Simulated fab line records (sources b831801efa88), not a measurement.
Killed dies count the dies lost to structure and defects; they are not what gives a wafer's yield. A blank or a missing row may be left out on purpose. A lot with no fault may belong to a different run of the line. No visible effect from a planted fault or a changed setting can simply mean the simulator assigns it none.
A struck lot beside a sound one || flow sky130 || 18 out of 708 route steps
Sound: the wafers L516.1, L516.4, L516.5. The struck wafers were L523.1, L523.4, L523.6. The cause is named last.
Each step with rows lists, per side, the tool, then ch with its chambers, then its first start. Under that, the readings that differ: sound wafers || struck wafers || difference of the means || sigmas: that difference in standard deviations of wafers without a fault.
alike: same words and numbers on both sides, and readings whose means sit less than 2 such deviations apart. not compared: any withheld reading, any reading some wafer has no value for, any bound like >300 that may hide the same value, and any number with overlapping values for which the record gives no deviation.
The two part at a step that has a row with sigmas, a row that says differs or no value, or rows on one side only. Non-overlapping numbers with no deviation appear without sigmas and do not part them. Lack of a reading on every wafer of one side parts them only where that side has two or more wafers.

first, 2 steps without rows for these wafers: SKY_CONTACT_PEB_12; SKY_CONTACT_DEVELOP_13 (develop time 60 s).
SKY_CONTACT_CD_MEAS_14: target cd 170 nm.
  sound on cd-sem-01 at day 33 15:26; struck on cd-sem-02 at day 36 03:56
  alike: cd-nm
SKY_CONTACT_OVL_MEAS_15:
  sound on overlay-01 at day 33 15:33; struck on overlay-01 at day 36 04:04
  alike: CONTACT_OVL
SKY_CONTACT_ETCH_16: etches BARC in N2/H2, stops on SiO2, time 45.9 s, target depth 60 nm.
  sound on rie-diel-01 ch 0,1,2, day 33 15:35; struck on rie-diel-02 ch 1,3, day 36 04:05
  alike: drypump-motor-current-A, n2-flow-sccm, oes-product-au, throttle-valve-pct
  not compared: rf-hours-counter-h
then, 1 step without rows for these wafers: SKY_CONTACT_ETCH_17 (etches SiO2 in C4F8/O2/Ar, stops on Si3N4, target depth 340 nm).
SKY_CONTACT_ETCH_18: etches Si3N4 in CHF3/O2, stops on TiN, time 39 s, target depth 75 nm.
  sound on rie-diel-01 ch 0,1,2; struck on rie-diel-02 ch 1,3
  alike: drypump-motor-current-A, oes-product-au, throttle-valve-pct
  not compared: rf-hours-counter-h
SKY_CONTACT_STRIP_19: strips in O2/N2.
  sound on plasma-asher-02 ch 0,1, day 33 15:43; struck on plasma-asher-01 ch 0,1, day 36 04:13
  alike: drypump-motor-current-A, n2-flow-sccm, oes-product-au, strip-time-to-endpoint-s
  not compared: rf-hours-counter-h
then, 3 steps without rows for these wafers: SKY_CONTACT_STRIP_20 (strips in post etch residue remover, time 1200 s); SKY_CONTACT_CLEAN_21 (cleans in IPA, time 180 s); SKY_CONTACT_CLEAN_22 (cleans in O3/DIW).
SKY_CONTACT_SPUTTER_23: material TiN, target thk 20 nm, time 80 s.
  sound on pvd-sputter-04 at day 33 16:45; struck on pvd-sputter-02 at day 36 04:49
{"reading": "throttle-valve-pct (%)", "sound": "32.4 29.8 32.5", "struck": "29.5 27.9 29.4", "difference": -2.6, "sigmas": -2}
  alike: chamber-pressure-pa
SKY_CONTACT_CVD_24: deposits W, target thk 340 nm, time 102.12 s.
  sound on cvd-w-02 ch 0,1, day 33 16:49; struck on cvd-w-01 ch 1, day 36 04:53
{"reading": "model.W_of_CONTACT_CVD_24.thk-nm (nm)", "sound": "337.7 338.1 334.5", "struck": "563.5 561.6 566.8", "difference": "+227.2", "sigmas": ""}
  alike: heater-power-w
SKY_CONTACT_RS_MEAS_25: measures by four-point-probe.
  sound on film-metro-03 at day 33 16:55; struck on film-metro-02 at day 36 05:06
{"reading": "CONTACT_W_RS (ohm/sq)", "sound": "0.339 0.338 0.343", "struck": "0.202 0.204 0.201", "difference": -0.138, "sigmas": -35}
SKY_CONTACT_THK_MEAS_26: measures by xrf.
  sound on film-metro-03 at day 33 17:02; struck on film-metro-02 at day 36 05:13
{"reading": "CONTACT_W_THK (nm)", "sound": "343 345 340", "struck": "- - -", "difference": "no value on the struck wafers", "sigmas": ""}
SKY_CONTACT_CMP_27: polishes, stops on SiO2, t overpolish 15 s, target thk 0 nm.
  sound on cmp-02 ch 0,2, day 33 17:06; struck on cmp-02 ch 0,2, day 36 05:20
{"reading": "time-to-endpoint-s (s)", "sound": "79 81 79", "struck": "141 138 146", "difference": "+62", "sigmas": "+20"}
  alike: motor-current-A, platen-rpm
SKY_METAL1_SPUTTER_00: material Ti, target thk 15 nm, time 10 s.
  sound on pvd-sputter-01 at day 33 17:24; struck on pvd-sputter-01 at day 36 05:35
  alike: chamber-pressure-pa, throttle-valve-pct
SKY_PAD_OPEN_PROBE_99:
  sound wafers here have rows in the record (prober-01, day 47 09:56); struck ones have none

WHERE THEY PART
Earliest at SKY_CONTACT_SPUTTER_23; latest, in this record, at SKY_PAD_OPEN_PROBE_99.

WHY: the cause the simulator had injected
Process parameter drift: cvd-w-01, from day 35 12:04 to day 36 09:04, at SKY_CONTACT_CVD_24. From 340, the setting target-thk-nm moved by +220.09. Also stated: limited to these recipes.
